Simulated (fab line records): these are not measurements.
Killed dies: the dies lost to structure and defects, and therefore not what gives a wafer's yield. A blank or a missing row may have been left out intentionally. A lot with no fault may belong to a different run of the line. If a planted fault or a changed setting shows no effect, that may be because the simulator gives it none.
Comparing a struck lot with a sound one :: flow sky130 :: 19 out of 708 route steps
Sound: wafers L734.1, L734.2, L734.5. The struck wafers were L747.2, L747.5. Last of all comes the cause.
Each step with rows lists, per side, the tool, then ch with its chambers, then its first start. Under that, the readings that differ: sound wafers :: struck wafers :: difference of the means :: sigmas: that difference in standard deviations of wafers without a fault.
alike: a reading whose means differ by less than 2 such deviations, as well as words and numbers matching on both sides. not compared: withheld readings; readings where some wafer has no value; bounds like >300 that might hide an equal value; numbers whose values overlap and for which the record gives no deviation.
A row with sigmas, a row that says differs or no value, or rows on one side alone: a step with any of these is where the two part. Non-overlapping numbers with no deviation appear without sigmas and do not part them. A reading that every wafer of one side lacks parts them only if that side has two wafers or more.

SKY_FIELD_ISO_BOW_MEAS_00:
  struck on filmMetro-01, day 4 18:01; sound on filmMetro-01, day 2 01:00
  alike: INCOMING_BOW
then, 1 step without rows for these wafers: SKY_FIELD_ISO_OXIDATION_01 (stabilise 600 s, purge 300 s, target thk 12 nm).
SKY_FIELD_ISO_THK_MEAS_02:
  struck on filmMetro-01, day 4 19:38; sound on filmMetro-04, day 2 04:35
reading: FIELD_ISO_OXIDATION_00_THK (nm)
sound: 12.15 12.02 12.02
struck: 11.52 11.57
difference: -0.52
sigmas: -3
then, 1 step without rows for these wafers: SKY_FIELD_ISO_CVD_03 (deposits Si3N4 from DCS/NH3, target thk 165 nm, time 2830 s).
SKY_FIELD_ISO_THK_MEAS_04:
  struck on filmMetro-03, day 4 21:29; sound on filmMetro-01, day 2 07:22
  alike: FIELD_ISO_CVD_03_THK
then, 3 steps without rows for these wafers: SKY_FIELD_ISO_DEHYDRATE_05 (time 60 s); SKY_FIELD_ISO_HMDS_06 (prime time 60 s); SKY_FIELD_ISO_COAT_07 (resist thk 60 nm).
SKY_FIELD_ISO_COAT_08: resist thk 450 nm.
  sound on lithoTrack-04 ch 0, day 2 14:00; struck on lithoTrack-04 ch 0, day 5 06:00
reading: model.KrF-thick_of_FIELD_ISO_COAT_08.thkNm (nm)
sound: 452 451.9 451.1
struck: 441.2 440.9
difference: -10.6
sigmas: 
then, 4 steps without rows for these wafers: SKY_FIELD_ISO_SOFTBAKE_09 (time 90 s); SKY_FIELD_ISO_EXPOSE_10 (exposes mask FOM, target cd 150 nm); SKY_FIELD_ISO_PEB_11; SKY_FIELD_ISO_DEVELOP_12 (develop time 60 s).
SKY_FIELD_ISO_CD_MEAS_13: target cd 150 nm.
  struck on cdSem-02, day 5 15:47; sound on cdSem-01, day 2 23:31
reading: cdNm (nm)
sound: 149.6 151.2 150.7
struck: 147.7 147.0
difference: -3.2
sigmas: -2
SKY_FIELD_ISO_ETCH_14: etches BARC in N2/H2, stops on SiO2, time 45.9 s, target depth 60 nm.
  sound on rieDiel-02 ch 1,2,3, day 2 23:38; struck on rieDiel-04 ch 0,1, day 5 15:53
  alike: drypumpMotorCurrentA, oesProductAu, throttleValvePct
  not compared: rfHoursCounterH
SKY_FIELD_ISO_ETCH_15: etches the open film in CHF3/O2, stops on Si, target depth 180 nm, time 72 s.
  sound on rieDiel-02 ch 1,2,3, day 2 23:40; struck on rieDiel-04 ch 0,1, day 5 15:55
reading: model.KrF-thick_of_FIELD_ISO_COAT_08.thkNm (nm)
sound: 240 239.2 242.9
struck: 224.4 225.2
difference: -15.9
sigmas: 
  alike: drypumpMotorCurrentA, oesProductAu, throttleValvePct
  not compared: rfHoursCounterH
SKY_FIELD_ISO_STRIP_16: strips in O2/N2.
  sound on plasmaAsher-03 ch 0,1, day 2 23:44; struck on plasmaAsher-03 ch 1, day 5 15:59
reading: stripTimeToEndpointS (s)
sound: 3.59 3.55 3.60
struck: 3.41 3.43
difference: -0.16
sigmas: -4
  alike: drypumpMotorCurrentA, oesProductAu
  not compared: rfHoursCounterH
SKY_FIELD_ISO_ETCH_17: etches Si in HBr/Cl2/O2, target depth 342 nm, time 97.7 s.
  sound on rieSi-02 ch 0,1,3, day 2 23:50; struck on rieSi-01 ch 1, day 5 16:05
  alike: HBr_flow_sccm, drypumpMotorCurrentA, oesProductAu, throttleValvePct
  not compared: rfHoursCounterH
-- record jumps: 44 days separate the struck wafers' starts on either side; left off in module FIELD_ISO, taken up again in module PAD_OPEN, whose first shown step is the route's number 708 --
SKY_PAD_OPEN_PROBE_99:
  the record has rows for the struck wafers here (prober-01, day 49 22:25) and none for the sound ones

## WHERE THEY PART
First at SKY_FIELD_ISO_THK_MEAS_02; last, within this record, at SKY_PAD_OPEN_PROBE_99.

WHY: whatever the simulator had introduced
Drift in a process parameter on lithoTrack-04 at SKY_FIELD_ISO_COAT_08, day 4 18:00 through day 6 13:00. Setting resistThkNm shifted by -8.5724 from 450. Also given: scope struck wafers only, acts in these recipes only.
